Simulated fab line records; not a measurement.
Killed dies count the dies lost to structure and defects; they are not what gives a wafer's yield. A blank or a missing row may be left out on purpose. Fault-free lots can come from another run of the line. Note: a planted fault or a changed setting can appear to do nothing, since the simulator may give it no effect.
Matching of chambers	flow sky130	rieDiel-01 running SKY_CONTACT_ETCH_17: 4 sister chambers
The step etches SiO2 in C4F8/O2/Ar, stops on Si3N4, target depth 340 nm. 14 wafers are shown with their chamber, then 7 later ones without.

## WAFERS PAIRED WITH THEIR CHAMBERS
wafer	chamber	oesProductAu (a.u.)
L274.1	3	0.885
L274.3	3	0.889
L274.4	1	0.890
L278.3	3	0.891
L278.4	1	0.886
L278.5	2	0.896
L282.1	3	0.892
L282.4	2	0.885
L282.6	2	0.900
L284.1	2	0.891
L284.4	1	0.887
L284.6	0	0.890
L286.2	2	0.892
L286.3	0	0.898

SIGNATURES, as means of the wafers listed above
reading	chamber 0	chamber 1	chamber 2	chamber 3	scatter within a chamber
oesProductAu	0.89400	0.88767	0.89280	0.88925	0.00443
Rule: a wafer lies at a distance from a chamber equal to the root of the sum of squares, over the readings, of (its reading less the chamber's mean, divided by the reading's scatter). If the next closest chamber is less than 2 further off than the closest, the wafer can't be placed; otherwise it belongs to the closest. How the scatter is found: for the shown wafers, subtract from each reading the mean of its chamber, square and add these, divide the total by (wafers less chambers), then take the root.

## WAFERS WHOSE CHAMBER IS MISSING
wafer	oesProductAu (a.u.)
L286.5	0.889
L288.2	0.886
L288.4	0.885
L288.6	0.895
L291.1	0.884
L291.3	0.888
L291.4	0.886

## WHICH CHAMBER EACH ONE RAN IN
wafer	from the rows above	in truth
L286.5	can't be placed: 3 or 1 or 2 or 0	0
L288.2	can't be placed: 1 or 3 or 2 or 0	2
L288.4	can't be placed: 1 or 3 or 2 or 0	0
L288.6	can't be placed: 0 or 2 or 3 or 1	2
L291.1	can't be placed: 1 or 3 or 2 or 0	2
L291.3	can't be placed: 1 or 3 or 2 or 0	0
L291.4	can't be placed: 1 or 3 or 2 or 0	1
Correct placement for 0 of the 7. Cannot be placed on the basis of these rows: 7; the candidates contain the true chamber in 7. Wrongly placed: 0.
